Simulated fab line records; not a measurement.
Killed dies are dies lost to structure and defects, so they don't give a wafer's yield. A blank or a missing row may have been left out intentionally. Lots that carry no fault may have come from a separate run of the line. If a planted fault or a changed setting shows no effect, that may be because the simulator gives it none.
Which tool is to blame? :: flow sky130 :: 24 lots with 72 wafers sampled at 5 steps, on a route of 708 steps

WHAT EACH GAUGE READ, for each wafer
SKY_PWDE_OVL_MEAS_07. Usual: PWDE_OVL typically reads -0.5 nm, with standard deviation 1.4.
lot: L074
measured: day 3 18:28
on: overlay-02
PWDE_OVL (nm): -3.0 -2.4 -2.7
flag: 

lot: L075
measured: day 4 00:33
on: overlay-02
PWDE_OVL (nm): -1.8 -2.5 -2.5
flag: 

lot: L076
measured: day 4 06:54
on: overlay-01
PWDE_OVL (nm): 0.5 0.6 0.1
flag: 

lot: L077
measured: day 4 11:00
on: overlay-02
PWDE_OVL (nm): 0.5 -0.5 -0.3
flag: 

lot: L078
measured: day 4 18:11
on: overlay-02
PWDE_OVL (nm): -0.8 -0.9 -1.4
flag: 

lot: L079
measured: day 4 23:17
on: overlay-01
PWDE_OVL (nm): -1.0 0.1 -0.2
flag: 

lot: L080
measured: day 5 06:23
on: overlay-02
PWDE_OVL (nm): 1.5 -1.4 -0.8
flag: 

lot: L081
measured: day 5 12:39
on: overlay-01
PWDE_OVL (nm): -0.7 0.7 -0.1
flag: 

lot: L082
measured: day 5 17:04
on: overlay-02
PWDE_OVL (nm): -0.2 -1.4 -0.5
flag: 

lot: L083
measured: day 5 21:43
on: overlay-01
PWDE_OVL (nm): -0.2 0.8 -1.0
flag: 

lot: L084
measured: day 6 05:11
on: overlay-01
PWDE_OVL (nm): -3.4 -2.8 -2.6
flag: 

lot: L085
measured: day 6 09:41
on: overlay-01
PWDE_OVL (nm): -0.5 2.9 1.2
flag: 

lot: L086
measured: day 6 15:34
on: overlay-01
PWDE_OVL (nm): -2.4 -1.1 -0.3
flag: 

lot: L087
measured: day 6 19:22
on: overlay-02
PWDE_OVL (nm): 0.7 1.4 1.1
flag: 

lot: L088
measured: day 7 01:24
on: overlay-01
PWDE_OVL (nm): -2.6 -1.3 1.3
flag: 

lot: L089
measured: day 7 05:44
on: overlay-01
PWDE_OVL (nm): 0.8 1.2 0.8
flag: 

lot: L090
measured: day 7 13:34
on: overlay-01
PWDE_OVL (nm): 0.4 -0.5 -0.2
flag: 

lot: L091
measured: day 7 19:12
on: overlay-01
PWDE_OVL (nm): -0.9 0.0 1.0
flag: 

lot: L092
measured: day 8 00:00
on: overlay-02
PWDE_OVL (nm): -0.1 -1.5 0.3
flag: 

lot: L093
measured: day 8 07:28
on: overlay-02
PWDE_OVL (nm): -0.4 -0.4 1.7
flag: 

lot: L094
measured: day 8 12:54
on: overlay-02
PWDE_OVL (nm): -2.7 -4.4 -0.9
flag: 

lot: L095
measured: day 8 16:37
on: overlay-02
PWDE_OVL (nm): 1.1 1.1 1.1
flag: 

lot: L096
measured: day 8 21:17
on: overlay-01
PWDE_OVL (nm): 1.1 1.1 -0.5
flag: 

lot: L097
measured: day 9 10:55
on: overlay-01
PWDE_OVL (nm): -1.1 -0.1 -1.4
flag: 

SKY_CAPM_OVL_MEAS_12. Usual: CAPM_OVL typically reads 0.3 nm, with standard deviation 1.4.
lot: L074
measured: day 37 04:53
on: overlay-01
CAPM_OVL (nm): -0.1 0.3 0.9
flag: 

lot: L075
measured: day 37 14:13
on: overlay-02
CAPM_OVL (nm): 0.8 0.7 -0.1
flag: 

lot: L076
measured: day 38 07:03
on: overlay-02
CAPM_OVL (nm): -0.4 -0.6 -2.2
flag: 

lot: L077
measured: day 38 08:20
on: overlay-01
CAPM_OVL (nm): 0.5 -0.5 -1.6
flag: 

lot: L078
measured: day 38 16:44
on: overlay-01
CAPM_OVL (nm): 0.2 4.4 2.3
flag: 

lot: L079
measured: day 39 03:18
on: overlay-02
CAPM_OVL (nm): 0.4 -1.1 -1.2
flag: 

lot: L080
measured: day 39 13:07
on: overlay-01
CAPM_OVL (nm): 1.0 0.3 2.0
flag: 

lot: L081
measured: day 39 20:10
on: overlay-02
CAPM_OVL (nm): 0.0 0.4 1.5
flag: 

lot: L082
measured: day 40 01:31
on: overlay-01
CAPM_OVL (nm): 0.2 1.3 -0.5
flag: 

lot: L083
measured: day 40 05:26
on: overlay-02
CAPM_OVL (nm): -0.1 -0.4 -1.2
flag: 

lot: L084
measured: day 40 15:51
on: overlay-01
CAPM_OVL (nm): 0.7 -1.9 -0.6
flag: 

lot: L085
measured: day 41 00:13
on: overlay-02
CAPM_OVL (nm): 2.3 1.8 0.4
flag: 

lot: L086
measured: day 41 08:13
on: overlay-01
CAPM_OVL (nm): 2.5 1.8 -0.3
flag: 

lot: L087
measured: day 41 08:49
on: overlay-01
CAPM_OVL (nm): 1.6 1.2 1.0
flag: 

lot: L088
measured: day 41 19:27
on: overlay-02
CAPM_OVL (nm): -0.2 -0.8 0.9
flag: 

lot: L089
measured: day 41 23:27
on: overlay-02
CAPM_OVL (nm): 0.0 0.0 -0.3
flag: 

lot: L090
measured: day 42 04:19
on: overlay-02
CAPM_OVL (nm): 0.1 3.0 1.1
flag: 

lot: L091
measured: day 42 14:53
on: overlay-02
CAPM_OVL (nm): -1.6 -1.8 0.8
flag: 

lot: L092
measured: day 42 18:31
on: overlay-02
CAPM_OVL (nm): -2.0 1.4 0.3
flag: 

lot: L093
measured: day 43 03:44
on: overlay-02
CAPM_OVL (nm): 1.2 -2.0 -1.1
flag: 

lot: L094
measured: day 43 08:30
on: overlay-01
CAPM_OVL (nm): 0.2 -1.5 -2.7
flag: 

lot: L095
measured: day 43 22:09
on: overlay-02
CAPM_OVL (nm): 2.0 0.6 2.0
flag: 

lot: L096
measured: day 44 02:03
on: overlay-01
CAPM_OVL (nm): -0.1 1.1 0.7
flag: 

lot: L097
measured: day 44 07:20
on: overlay-01
CAPM_OVL (nm): 1.3 0.6 0.1
flag: 

SKY_VIA3_BOW_MEAS_03. Usual: VIA3_BOW typically reads 80 um, with standard deviation 7.3.
lot: L074
measured: day 38 09:08
on: film_metro-02
VIA3_BOW (um): 82 86 79
flag: 

lot: L075
measured: day 38 18:04
on: film_metro-03
VIA3_BOW (um): 83 78 93
flag: 

lot: L076
measured: day 39 10:21
on: film_metro-04
VIA3_BOW (um): 74 82 84
flag: 

lot: L077
measured: day 39 11:38
on: film_metro-02
VIA3_BOW (um): 77 89 67
flag: 

lot: L078
measured: day 39 19:50
on: film_metro-04
VIA3_BOW (um): 78 82 79
flag: 

lot: L079
measured: day 40 05:18
on: film_metro-04
VIA3_BOW (um): 87 96 83
flag: 

lot: L080
measured: day 40 15:58
on: film_metro-04
VIA3_BOW (um): 77 73 66
flag: 

lot: L081
measured: day 40 22:33
on: film_metro-03
VIA3_BOW (um): 74 71 87
flag: 

lot: L082
measured: day 41 04:08
on: film_metro-03
VIA3_BOW (um): 82 81 79
flag: 

lot: L083
measured: day 41 08:17
on: film_metro-02
VIA3_BOW (um): 85 75 77
flag: 

lot: L084
measured: day 41 18:26
on: film_metro-02
VIA3_BOW (um): 83 76 78
flag: 

lot: L085
measured: day 42 01:53
on: film_metro-04
VIA3_BOW (um): 84 88 85
flag: 

lot: L086
measured: day 42 10:17
on: film_metro-04
VIA3_BOW (um): 92 80 88
flag: 

lot: L087
measured: day 42 11:14
on: film_metro-04
VIA3_BOW (um): 79 97 86
flag: 

lot: L088
measured: day 42 21:29
on: film_metro-02
VIA3_BOW (um): 82 78 87
flag: 

lot: L089
measured: day 43 00:53
on: film_metro-03
VIA3_BOW (um): 81 88 78
flag: 

lot: L090
measured: day 43 06:01
on: film_metro-03
VIA3_BOW (um): 76 89 87
flag: 

lot: L091
measured: day 43 16:08
on: film_metro-02
VIA3_BOW (um): 73 75 64
flag: 

lot: L092
measured: day 43 19:47
on: film_metro-02
VIA3_BOW (um): 79 87 75
flag: 

lot: L093
measured: day 44 05:34
on: film_metro-04
VIA3_BOW (um): 93 88 80
flag: 

lot: L094
measured: day 44 09:53
on: film_metro-03
VIA3_BOW (um): 70 86 72
flag: 

lot: L095
measured: day 44 22:37
on: film_metro-03
VIA3_BOW (um): 66 66 85
flag: 

lot: L096
measured: day 45 02:03
on: film_metro-03
VIA3_BOW (um): 79 72 75
flag: 

lot: L097
measured: day 45 07:20
on: film_metro-03
VIA3_BOW (um): 75 83 76
flag: 

WHICH TOOL RAN EACH LOT (tool, then ch and the chambers of the sampled wafers, then the start)
lot: L074
SKY_FIELD_ISO_ETCH_15: rie_diel-03 ch 1,3, day 2 03:52
SKY_VIA2_CMP_02: cmp-01 ch 2,3, day 34 22:20

lot: L075
SKY_FIELD_ISO_ETCH_15: rie_diel-02 ch 0,2,3, day 2 10:04
SKY_VIA2_CMP_02: cmp-01 ch 0,2, day 35 07:52

lot: L076
SKY_FIELD_ISO_ETCH_15: rie_diel-02 ch 2,3, day 2 16:04
SKY_VIA2_CMP_02: cmp-02 ch 0,2, day 36 00:35

lot: L077
SKY_FIELD_ISO_ETCH_15: rie_diel-03 ch 0,1,3, day 2 19:28
SKY_VIA2_CMP_02: cmp-02 ch 0,1,2, day 36 02:08

lot: L078
SKY_FIELD_ISO_ETCH_15: rie_diel-02 ch 0,1,2, day 3 03:31
SKY_VIA2_CMP_02: cmp-02 ch 0,2,3, day 36 11:01

lot: L079
SKY_FIELD_ISO_ETCH_15: rie_diel-02 ch 0,1,3, day 3 07:28
SKY_VIA2_CMP_02: cmp-01 ch 0,3, day 36 21:56

lot: L080
SKY_FIELD_ISO_ETCH_15: rie_diel-03 ch 0,1,3, day 3 13:32
SKY_VIA2_CMP_02: cmp-01 ch 1,2,3, day 37 08:38

lot: L081
SKY_FIELD_ISO_ETCH_15: rie_diel-02 ch 0,3, day 3 17:40
SKY_VIA2_CMP_02: cmp-01 ch 0,1,3, day 37 16:13

lot: L082
SKY_FIELD_ISO_ETCH_15: rie_diel-03 ch 0,2, day 3 22:31
SKY_VIA2_CMP_02: cmp-02 ch 0,1,2, day 37 21:46

lot: L083
SKY_FIELD_ISO_ETCH_15: rie_diel-02 ch 0,1,2, day 4 02:38
SKY_VIA2_CMP_02: cmp-02 ch 0,2,3, day 38 00:59

lot: L084
SKY_FIELD_ISO_ETCH_15: rie_diel-03 ch 1,2,3, day 4 10:10
SKY_VIA2_CMP_02: cmp-01 ch 2,3, day 38 13:13

lot: L085
SKY_FIELD_ISO_ETCH_15: rie_diel-02 ch 0,1,2, day 4 13:26
SKY_VIA2_CMP_02: cmp-02 ch 0,1, day 38 22:21

lot: L086
SKY_FIELD_ISO_ETCH_15: rie_diel-02 ch 0,3, day 4 22:07
SKY_VIA2_CMP_02: cmp-01 ch 0,1,2, day 39 05:25

lot: L087
SKY_FIELD_ISO_ETCH_15: rie_diel-02 ch 2,3, day 5 00:40
SKY_VIA2_CMP_02: cmp-02 ch 0,2,3, day 39 05:38

lot: L088
SKY_FIELD_ISO_ETCH_15: rie_diel-02 ch 0,1,2, day 5 06:05
SKY_VIA2_CMP_02: cmp-01 ch 0,1,3, day 39 17:59

lot: L089
SKY_FIELD_ISO_ETCH_15: rie_diel-04 ch 0,1, day 5 10:02
SKY_VIA2_CMP_02: cmp-02 ch 0,2,3, day 39 21:34

lot: L090
SKY_FIELD_ISO_ETCH_15: rie_diel-04 ch 1,2,3, day 5 16:28
SKY_VIA2_CMP_02: cmp-02 ch 0,2, day 40 02:23

lot: L091
SKY_FIELD_ISO_ETCH_15: rie_diel-04 ch 0,1,3, day 5 20:23
SKY_VIA2_CMP_02: cmp-01 ch 0,3, day 40 12:48

lot: L092
SKY_FIELD_ISO_ETCH_15: rie_diel-04 ch 1,2,3, day 6 00:46
SKY_VIA2_CMP_02: cmp-01 ch 1,2, day 40 17:35

lot: L093
SKY_FIELD_ISO_ETCH_15: rie_diel-02 ch 0,3, day 6 09:04
SKY_VIA2_CMP_02: cmp-02 ch 0,2,3, day 41 02:40

lot: L094
SKY_FIELD_ISO_ETCH_15: rie_diel-02 ch 0,1,2, day 6 12:20
SKY_VIA2_CMP_02: cmp-02 ch 2,3, day 41 07:26

lot: L095
SKY_FIELD_ISO_ETCH_15: rie_diel-04 ch 2,3, day 6 17:19
SKY_VIA2_CMP_02: cmp-02 ch 0,1, day 41 22:41

lot: L096
SKY_FIELD_ISO_ETCH_15: rie_diel-04 ch 0,2,3, day 6 23:29
SKY_VIA2_CMP_02: cmp-01 ch 0,1, day 42 01:52

lot: L097
SKY_FIELD_ISO_ETCH_15: rie_diel-03 ch 1,2, day 7 06:32
SKY_VIA2_CMP_02: cmp-01 ch 0,1, day 42 07:14
- SKY_FIELD_ISO_ETCH_15: etches the open film in CHF3/O2, stops on Si, target depth 180 nm, time 72 s.
- SKY_VIA2_CMP_02: polishes SiO2.

WHAT THE TOOLS THEMSELVES READ (means of the sampled wafers that have a number; where no wafer has one, the mark that the record gives instead)
SKY_FIELD_ISO_ETCH_15. Usual: drypump_motor_current_A 5.5 A, standard deviation 0.39; oes_product_au 0.947 a.u., standard deviation 0.0068; throttle_valve_pct 8.845 %, standard deviation 0.0089.
lot: L074
tool: rie_diel-03
drypump_motor_current_A (A): 5.1
oes_product_au (a.u.): 0.952
throttle_valve_pct (%): 8.847
flag: 

lot: L075
tool: rie_diel-02
drypump_motor_current_A (A): 5.4
oes_product_au (a.u.): 0.948
throttle_valve_pct (%): 8.843
flag: 

lot: L076
tool: rie_diel-02
drypump_motor_current_A (A): 5.4
oes_product_au (a.u.): 0.954
throttle_valve_pct (%): 8.848
flag: 

lot: L077
tool: rie_diel-03
drypump_motor_current_A (A): 5.2
oes_product_au (a.u.): 0.949
throttle_valve_pct (%): 8.843
flag: 

lot: L078
tool: rie_diel-02
drypump_motor_current_A (A): 5.6
oes_product_au (a.u.): 0.956
throttle_valve_pct (%): 8.841
flag: 

lot: L079
tool: rie_diel-02
drypump_motor_current_A (A): 5.5
oes_product_au (a.u.): 0.951
throttle_valve_pct (%): 8.846
flag: 

lot: L080
tool: rie_diel-03
drypump_motor_current_A (A): 5.2
oes_product_au (a.u.): 0.946
throttle_valve_pct (%): 8.847
flag: 

lot: L081
tool: rie_diel-02
drypump_motor_current_A (A): 5.3
oes_product_au (a.u.): 0.952
throttle_valve_pct (%): 8.854
flag: 

lot: L082
tool: rie_diel-03
drypump_motor_current_A (A): 5.7
oes_product_au (a.u.): 0.943
throttle_valve_pct (%): 8.843
flag: 

lot: L083
tool: rie_diel-02
drypump_motor_current_A (A): 5.6
oes_product_au (a.u.): 0.944
throttle_valve_pct (%): 8.850
flag: 

lot: L084
tool: rie_diel-03
drypump_motor_current_A (A): 5.5
oes_product_au (a.u.): 0.945
throttle_valve_pct (%): 8.849
flag: 

lot: L085
tool: rie_diel-02
drypump_motor_current_A (A): 5.6
oes_product_au (a.u.): 0.943
throttle_valve_pct (%): 8.847
flag: 

lot: L086
tool: rie_diel-02
drypump_motor_current_A (A): 5.3
oes_product_au (a.u.): 0.951
throttle_valve_pct (%): 8.839
flag: 

lot: L087
tool: rie_diel-02
drypump_motor_current_A (A): 5.3
oes_product_au (a.u.): 0.945
throttle_valve_pct (%): 8.842
flag: 

lot: L088
tool: rie_diel-02
drypump_motor_current_A (A): 5.6
oes_product_au (a.u.): 0.944
throttle_valve_pct (%): 8.845
flag: 

lot: L089
tool: rie_diel-04
drypump_motor_current_A (A): 5.9
oes_product_au (a.u.): 0.952
throttle_valve_pct (%): 8.847
flag: 

lot: L090
tool: rie_diel-04
drypump_motor_current_A (A): 5.7
oes_product_au (a.u.): 0.945
throttle_valve_pct (%): 8.843
flag: 

lot: L091
tool: rie_diel-04
drypump_motor_current_A (A): 5.9
oes_product_au (a.u.): 0.943
throttle_valve_pct (%): 8.854
flag: 

lot: L092
tool: rie_diel-04
drypump_motor_current_A (A): 5.7
oes_product_au (a.u.): 0.944
throttle_valve_pct (%): 8.846
flag: 

lot: L093
tool: rie_diel-02
drypump_motor_current_A (A): 5.3
oes_product_au (a.u.): 0.936
throttle_valve_pct (%): 8.838
flag: 

lot: L094
tool: rie_diel-02
drypump_motor_current_A (A): 5.6
oes_product_au (a.u.): 0.949
throttle_valve_pct (%): 8.845
flag: 

lot: L095
tool: rie_diel-04
drypump_motor_current_A (A): 5.7
oes_product_au (a.u.): 0.949
throttle_valve_pct (%): 8.842
flag: 

lot: L096
tool: rie_diel-04
drypump_motor_current_A (A): 5.8
oes_product_au (a.u.): 0.953
throttle_valve_pct (%): 8.840
flag: 

lot: L097
tool: rie_diel-03
drypump_motor_current_A (A): 5.1
oes_product_au (a.u.): 0.949
throttle_valve_pct (%): 8.852
flag: 

SKY_VIA2_CMP_02. Usual: motor_current_A 10.9 A, standard deviation 1.2; platen_rpm 60.00 rpm, standard deviation 0.043.
lot: L074
tool: cmp-01
motor_current_A (A): 9.9
platen_rpm (rpm): 60.02
flag: 

lot: L075
tool: cmp-01
motor_current_A (A): 9.4
platen_rpm (rpm): 59.99
flag: 

lot: L076
tool: cmp-02
motor_current_A (A): 10.3
platen_rpm (rpm): 59.97
flag: 

lot: L077
tool: cmp-02
motor_current_A (A): 11.4
platen_rpm (rpm): 60.00
flag: 

lot: L078
tool: cmp-02
motor_current_A (A): 10.7
platen_rpm (rpm): 59.98
flag: 

lot: L079
tool: cmp-01
motor_current_A (A): 11.0
platen_rpm (rpm): 60.01
flag: 

lot: L080
tool: cmp-01
motor_current_A (A): 10.8
platen_rpm (rpm): 60.03
flag: 

lot: L081
tool: cmp-01
motor_current_A (A): 11.1
platen_rpm (rpm): 59.96
flag: 

lot: L082
tool: cmp-02
motor_current_A (A): 11.0
platen_rpm (rpm): 60.00
flag: 

lot: L083
tool: cmp-02
motor_current_A (A): 10.8
platen_rpm (rpm): 60.07
flag: 

lot: L084
tool: cmp-01
motor_current_A (A): 9.7
platen_rpm (rpm): 60.04
flag: 

lot: L085
tool: cmp-02
motor_current_A (A): 10.7
platen_rpm (rpm): 60.02
flag: 

lot: L086
tool: cmp-01
motor_current_A (A): 10.3
platen_rpm (rpm): 59.99
flag: 

lot: L087
tool: cmp-02
motor_current_A (A): 10.9
platen_rpm (rpm): 59.98
flag: 

lot: L088
tool: cmp-01
motor_current_A (A): 10.9
platen_rpm (rpm): 59.96
flag: 

lot: L089
tool: cmp-02
motor_current_A (A): 10.9
platen_rpm (rpm): 59.99
flag: 

lot: L090
tool: cmp-02
motor_current_A (A): 10.5
platen_rpm (rpm): 60.01
flag: 

lot: L091
tool: cmp-01
motor_current_A (A): 11.3
platen_rpm (rpm): 60.00
flag: 

lot: L092
tool: cmp-01
motor_current_A (A): 9.7
platen_rpm (rpm): 60.04
flag: 

lot: L093
tool: cmp-02
motor_current_A (A): 11.0
platen_rpm (rpm): 59.99
flag: 

lot: L094
tool: cmp-02
motor_current_A (A): 11.2
platen_rpm (rpm): 60.01
flag: 

lot: L095
tool: cmp-02
motor_current_A (A): 10.8
platen_rpm (rpm): 60.00
flag: 

lot: L096
tool: cmp-01
motor_current_A (A): 10.6
platen_rpm (rpm): 60.01
flag: 

lot: L097
tool: cmp-01
motor_current_A (A): 10.8
platen_rpm (rpm): 59.99
flag: 

THE ANSWER, worked out from the rows above alone
Rule: a lot counts as off when the mean over its wafers that have a number is more than 3 standard deviations away from the usual mean. Also off: a lot with no number at a reading for which 4 or more lots have one. The other lots that the step has rows for count as sound. Order of review: gauges by route order, followed by the tools' own readings, for which a lot's mean as printed above is used. The first step at which some lot is off is used, and at that step the reading that is off furthest; a lot without a number counts as furthest.
Across all readings shown, no lot is off: no conclusion can be drawn from this.

WHAT WAS PUT IN BY THE SIMULATOR
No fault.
